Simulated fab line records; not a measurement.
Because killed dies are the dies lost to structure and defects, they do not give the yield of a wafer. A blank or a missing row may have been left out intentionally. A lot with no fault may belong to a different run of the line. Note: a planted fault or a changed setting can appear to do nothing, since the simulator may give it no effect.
What tool caused it? :: flow sky130 :: 39 wafers from 13 lots sampled at 2 of the route's 708 steps

WHAT EACH GAUGE READ, for each wafer
The record lacks any reading of a measuring or inspecting step that a usual standard deviation could be used to judge.

WHICH TOOL RAN EACH LOT (tool, then ch and the chambers of the sampled wafers, then the start)
lot: L801
SKY_METAL2_SPUTTER_04: pvd sputter-03, day 34 01:30
SKY_PAD_OPEN_PROBE_99: prober-02, day 45 21:34

lot: L802
SKY_METAL2_SPUTTER_04: pvd sputter-04, day 34 11:48
SKY_PAD_OPEN_PROBE_99: prober-01, day 46 04:30

lot: L810
SKY_METAL2_SPUTTER_04: pvd sputter-01, day 37 02:19
SKY_PAD_OPEN_PROBE_99: prober-02, day 48 05:01

lot: L811
SKY_METAL2_SPUTTER_04: pvd sputter-04, day 37 11:41
SKY_PAD_OPEN_PROBE_99: prober-02, day 48 12:10

lot: L812
SKY_METAL2_SPUTTER_04: pvd sputter-01, day 37 20:00
SKY_PAD_OPEN_PROBE_99: prober-01, day 48 19:38

lot: L814
SKY_METAL2_SPUTTER_04: pvd sputter-01, day 38 03:06
SKY_PAD_OPEN_PROBE_99: prober-01, day 48 22:27

lot: L817
SKY_METAL2_SPUTTER_04: pvd sputter-03, day 39 13:55
SKY_PAD_OPEN_PROBE_99: prober-02, day 49 21:37

lot: L819
SKY_METAL2_SPUTTER_04: pvd sputter-01, day 40 00:49
SKY_PAD_OPEN_PROBE_99: prober-02, day 50 07:19

lot: L820
SKY_METAL2_SPUTTER_04: pvd sputter-03, day 40 10:28
SKY_PAD_OPEN_PROBE_99: prober-01, day 50 11:10

lot: L821
SKY_METAL2_SPUTTER_04: pvd sputter-04, day 40 13:10
SKY_PAD_OPEN_PROBE_99: prober-02, day 50 12:49

lot: L822
SKY_METAL2_SPUTTER_04: pvd sputter-01, day 40 19:16
SKY_PAD_OPEN_PROBE_99: prober-01, day 50 17:58

lot: L823
SKY_METAL2_SPUTTER_04: pvd sputter-03, day 40 22:40
SKY_PAD_OPEN_PROBE_99: prober-02, day 50 19:58

lot: L824
SKY_METAL2_SPUTTER_04: pvd sputter-03, day 41 03:43
SKY_PAD_OPEN_PROBE_99: prober-01, day 51 00:58
- SKY_METAL2_SPUTTER_04: material TiN, target thk 70 nm, time 58.3 s.
- SKY_PAD_OPEN_PROBE_99

WHAT THE TOOLS THEMSELVES READ (means of the sampled wafers that have a number; where no wafer has one, the mark that the record gives instead)
SKY_METAL2_SPUTTER_04.
lot: L801
tool: pvd sputter-03
cathode dc power W (W): 6499.6
throttle valve pct (%): 31.5

lot: L802
tool: pvd sputter-04
cathode dc power W (W): 6500.4
throttle valve pct (%): 30.0

lot: L810
tool: pvd sputter-01
cathode dc power W (W): 6498.8
throttle valve pct (%): 31.0

lot: L811
tool: pvd sputter-04
cathode dc power W (W): 6846.1
throttle valve pct (%): 30.9

lot: L812
tool: pvd sputter-01
cathode dc power W (W): 6499.6
throttle valve pct (%): 30.2

lot: L814
tool: pvd sputter-01
cathode dc power W (W): 6501.8
throttle valve pct (%): 29.8

lot: L817
tool: pvd sputter-03
cathode dc power W (W): 6499.6
throttle valve pct (%): 31.4

lot: L819
tool: pvd sputter-01
cathode dc power W (W): 6498.8
throttle valve pct (%): 29.9

lot: L820
tool: pvd sputter-03
cathode dc power W (W): 6499.8
throttle valve pct (%): 31.3

lot: L821
tool: pvd sputter-04
cathode dc power W (W): 6499.8
throttle valve pct (%): 30.7

lot: L822
tool: pvd sputter-01
cathode dc power W (W): 6501.1
throttle valve pct (%): 30.3

lot: L823
tool: pvd sputter-03
cathode dc power W (W): 6498.9
throttle valve pct (%): 31.9

lot: L824
tool: pvd sputter-03
cathode dc power W (W): 6499.0
throttle valve pct (%): 31.6

SKY_PAD_OPEN_PROBE_99.
lot: L801
tool: prober-02
defect limited yield (%): 83.4
killed_at_M0_to_M3: 40
killed_at_M4_up: 2.3
killed at contacts: 23
killed at front end: 16
killed at other: 0.0
killed dies: 82
killed open: 46
killed short: 36
sort_bin_3_pad_short (%): 0.8
sort_bin_5_function (%): 10.5
sort_bin_6_memory (%): 5.3
sort n pass: 410
sort yield pct (%): 83.4

lot: L802
tool: prober-01
defect limited yield (%): 83.3
killed_at_M0_to_M3: 38
killed_at_M4_up: 2.3
killed at contacts: 25
killed at front end: 16
killed at other: 0.3
killed dies: 82
killed open: 45
killed short: 37
sort_bin_3_pad_short (%): 0.6
sort_bin_5_function (%): 10.8
sort_bin_6_memory (%): 5.3
sort n pass: 410
sort yield pct (%): 83.3

lot: L810
tool: prober-02
defect limited yield (%): 82.2
killed_at_M0_to_M3: 45
killed_at_M4_up: 3.3
killed at contacts: 25
killed at front end: 13
killed at other: 0.7
killed dies: 87
killed open: 47
killed short: 41
sort_bin_3_pad_short (%): 0.9
sort_bin_5_function (%): 9.9
sort_bin_6_memory (%): 7.0
sort n pass: 405
sort yield pct (%): 82.2

lot: L811
tool: prober-02
defect limited yield (%): 82.8
killed_at_M0_to_M3: 49
killed_at_M4_up: 2.7
killed at contacts: 18
killed at front end: 14
killed at other: 0.3
killed dies: 84
killed open: 46
killed short: 38
sort_bin_3_pad_short (%): 0.5
sort_bin_5_function (%): 11.3
sort_bin_6_memory (%): 5.4
sort n pass: 408
sort yield pct (%): 82.8

lot: L812
tool: prober-01
defect limited yield (%): 80.9
killed_at_M0_to_M3: 50
killed_at_M4_up: 3.0
killed at contacts: 23
killed at front end: 17
killed at other: 0.7
killed dies: 94
killed open: 51
killed short: 43
sort_bin_3_pad_short (%): 0.7
sort_bin_5_function (%): 11.8
sort_bin_6_memory (%): 6.6
sort n pass: 398
sort yield pct (%): 80.9

lot: L814
tool: prober-01
defect limited yield (%): 79.7
killed_at_M0_to_M3: 52
killed_at_M4_up: 4.0
killed at contacts: 26
killed at front end: 18
killed at other: 0.0
killed dies: 100
killed open: 51
killed short: 49
sort_bin_3_pad_short (%): 0.8
sort_bin_5_function (%): 11.7
sort_bin_6_memory (%): 7.8
sort n pass: 392
sort yield pct (%): 79.7

lot: L817
tool: prober-02
defect limited yield (%): 83.0
killed_at_M0_to_M3: 45
killed_at_M4_up: 3.0
killed at contacts: 21
killed at front end: 14
killed at other: 0.3
killed dies: 84
killed open: 46
killed short: 38
sort_bin_3_pad_short (%): 0.9
sort_bin_5_function (%): 10.4
sort_bin_6_memory (%): 5.7
sort n pass: 408
sort yield pct (%): 83.0

lot: L819
tool: prober-02
defect limited yield (%): 82.5
killed_at_M0_to_M3: 43
killed_at_M4_up: 4.3
killed at contacts: 22
killed at front end: 16
killed at other: 0.3
killed dies: 86
killed open: 50
killed short: 35
sort_bin_3_pad_short (%): 0.5
sort_bin_5_function (%): 10.1
sort_bin_6_memory (%): 6.8
sort n pass: 406
sort yield pct (%): 82.5

lot: L820
tool: prober-01
defect limited yield (%): 82.7
killed_at_M0_to_M3: 39
killed_at_M4_up: 3.7
killed at contacts: 25
killed at front end: 17
killed at other: 0.0
killed dies: 85
killed open: 49
killed short: 36
sort_bin_3_pad_short (%): 0.5
sort_bin_5_function (%): 10.1
sort_bin_6_memory (%): 6.7
sort n pass: 407
sort yield pct (%): 82.7

lot: L821
tool: prober-02
defect limited yield (%): 83.4
killed_at_M0_to_M3: 43
killed_at_M4_up: 2.3
killed at contacts: 18
killed at front end: 18
killed at other: 0.3
killed dies: 82
killed open: 44
killed short: 38
sort_bin_3_pad_short (%): 0.3
sort_bin_5_function (%): 10.6
sort_bin_6_memory (%): 5.8
sort n pass: 410
sort yield pct (%): 83.4

lot: L822
tool: prober-01
defect limited yield (%): 83.5
killed_at_M0_to_M3: 41
killed_at_M4_up: 1.7
killed at contacts: 23
killed at front end: 15
killed at other: 0.3
killed dies: 81
killed open: 42
killed short: 39
sort_bin_3_pad_short (%): 0.7
sort_bin_5_function (%): 9.3
sort_bin_6_memory (%): 6.5
sort n pass: 411
sort yield pct (%): 83.5

lot: L823
tool: prober-02
defect limited yield (%): 84.8
killed_at_M0_to_M3: 33
killed_at_M4_up: 3.7
killed at contacts: 23
killed at front end: 14
killed at other: 0.7
killed dies: 75
killed open: 38
killed short: 35
sort_bin_3_pad_short (%): 1.2
sort_bin_5_function (%): 9.2
sort_bin_6_memory (%): 4.8
sort n pass: 417
sort yield pct (%): 84.8

lot: L824
tool: prober-01
defect limited yield (%): 84.8
killed_at_M0_to_M3: 34
killed_at_M4_up: 3.0
killed at contacts: 26
killed at front end: 11
killed at other: 0.7
killed dies: 75
killed open: 40
killed short: 35
sort_bin_3_pad_short (%): 0.4
sort_bin_5_function (%): 8.7
sort_bin_6_memory (%): 6.0
sort n pass: 417
sort yield pct (%): 84.8

THE ANSWER, worked out from the rows above alone
Rule: the usual values come from the lots themselves. Put in order of their means at a reading, lots are off if they are a third of the lots or fewer, leave a main group of 4 or more, and stand apart from it by a gap of 3 or more times the standard deviation of the main group's means; of several such gaps the widest counts. The tables above print the reading to a certain number of digits; a main group whose means all agree to those digits is not used. Also off: a lot with no number at a reading for which 4 or more lots have one. Where the step has rows for the other lots, those lots are counted as sound. The gauges are gone through in route order, then the tools' own readings, and for those a lot's mean is taken as printed above. At the first step where some lot is off, the reading lying furthest off is the one used; lots without a number count as furthest.
Off, at SKY_METAL2_SPUTTER_04 on cathode dc power W: L811. Mean 6499.8 W and standard deviation 0.89 in the main group.
A tool fits if, at that step or a process step before it, it ran every lot that is off, and no sound lot after the first of them. None of those tried fits.

WHAT WAS PUT IN BY THE SIMULATOR
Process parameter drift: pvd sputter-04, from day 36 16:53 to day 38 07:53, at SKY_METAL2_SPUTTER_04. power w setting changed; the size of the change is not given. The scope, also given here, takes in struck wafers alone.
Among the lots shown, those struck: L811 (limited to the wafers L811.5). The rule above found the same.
